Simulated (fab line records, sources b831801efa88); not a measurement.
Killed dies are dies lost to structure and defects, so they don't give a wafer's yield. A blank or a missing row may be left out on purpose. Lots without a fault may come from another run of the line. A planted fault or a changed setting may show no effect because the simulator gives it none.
A struck lot beside a sound one | flow gf180mcu | 16 steps out of a route of 602
Sound: wafers L224.3, L224.5, L224.6. Struck: wafer L231.5. (L231.6 of the same lot was not struck and is left out.) The cause comes at the end.
At each step with rows: each side's tool, then ch and its chambers, then its first start. Under that, the readings that differ: sound wafers | struck wafers | difference of the means | sigmas: that difference in standard deviations of wafers without a fault.
alike: readings whose means differ by less than 2 such deviations, and words and numbers that are the same on both sides. not compared: withheld readings, readings that some wafer has no value for, bounds like >300 that may hide the same value, and numbers for which the record gives no deviation and whose values overlap.
The two part at a step that has a row with sigmas, a row that says differs or no value, or rows on one side only. Numbers that don't overlap but have no deviation are shown without sigmas and don't part them. A reading that every wafer of one side lacks parts them only if that side has two wafers or more.

GF_POLY_GATE_ETCH_13: etches poly-Si in HBr/Cl2, stops on SiO2, target depth 198.5 nm, time 69.6 s.
  sound on rie_si-01 ch 1,2, day 12 02:57; struck on rie_si-01 ch 3, day 14 04:01
  alike: bias_w, chamber_pressure_mTorr, drypump_motor_current_A, mfc_cl2_sccm, oes_product_au, throttle_valve_pct
  not compared: rf_hours_counter_h
GF_POLY_GATE_STRIP_14: strips in O2/N2.
  sound on plasma_asher-02 ch 0,1, day 12 03:02; struck on plasma_asher-03 ch 0, day 14 04:07
  reading                     | sound       | struck | difference | sigmas
  drypump_motor_current_A (A) | 6.7 6.7 6.3 | 5.3    | -1.3       | -2
  alike: chamber_pressure_mTorr, heater_power_w, n2_flow_sccm, oes_product_au
  not compared: rf_hours_counter_h
then, 2 steps without rows for these wafers: GF_POLY_GATE_CLEAN_15 (cleans in SC1/SC2, time 150 s); GF_POLY_GATE_OXIDATION_16 (stabilise 600 s, purge 300 s, target thk 4 nm).
GF_POLY_GATE_THK_MEAS_17:
  sound on film_metro-02, day 12 05:20; struck on film_metro-02, day 14 07:07
  alike: POLY_GATE_OXIDATION_THK
GF_POLY_GATE_CD_MEAS_18:
  sound on cd_sem-02, day 12 05:26; struck on cd_sem-02, day 14 07:14
  alike: cd_nm
then, 6 steps without rows for these wafers: GF_HV_LDD_DEHYDRATE_00 (time 60 s); GF_HV_LDD_HMDS_01 (prime time 60 s); GF_HV_LDD_COAT_02 (resist thk 1000 nm); GF_HV_LDD_SOFTBAKE_03 (time 60 s); GF_HV_LDD_EXPOSE_04 (exposes mask Nplus LV AREA, target cd 400 nm); GF_HV_LDD_PEB_05.
GF_HV_LDD_DEVELOP_06: develop time 60 s.
  sound on litho_track-03 ch 0, day 13 01:02; struck on litho_track-04 ch 0, day 15 04:25
  alike: resist_line_temp_C
GF_HV_LDD_CD_MEAS_07: target cd 400 nm.
  sound on cd_sem-02, day 13 01:11; struck on cd_sem-02, day 15 04:32
  reading    | sound             | struck | difference | sigmas
  cd_nm (nm) | 396.8 399.8 398.8 | 408.7  | +10.2      | +5
GF_HV_LDD_OVL_MEAS_08:
  sound on overlay-01, day 13 01:16; struck on overlay-02, day 15 04:37
  alike: HV_LDD_OVL
-- the record jumps here: 18 days lie between the struck wafers' starts before and after (it left off in module HV_LDD and takes up again in module PASSIVATION, whose first step shown is number 602 of the route) --
GF_PASSIVATION_PROBE_99:
  the record has rows for the struck wafers here (prober-01, day 33 15:32) and none for the sound ones

WHERE THEY PART
First at GF_POLY_GATE_STRIP_14; last, within this record, at GF_PASSIVATION_PROBE_99.

WHY: what the simulator had put in
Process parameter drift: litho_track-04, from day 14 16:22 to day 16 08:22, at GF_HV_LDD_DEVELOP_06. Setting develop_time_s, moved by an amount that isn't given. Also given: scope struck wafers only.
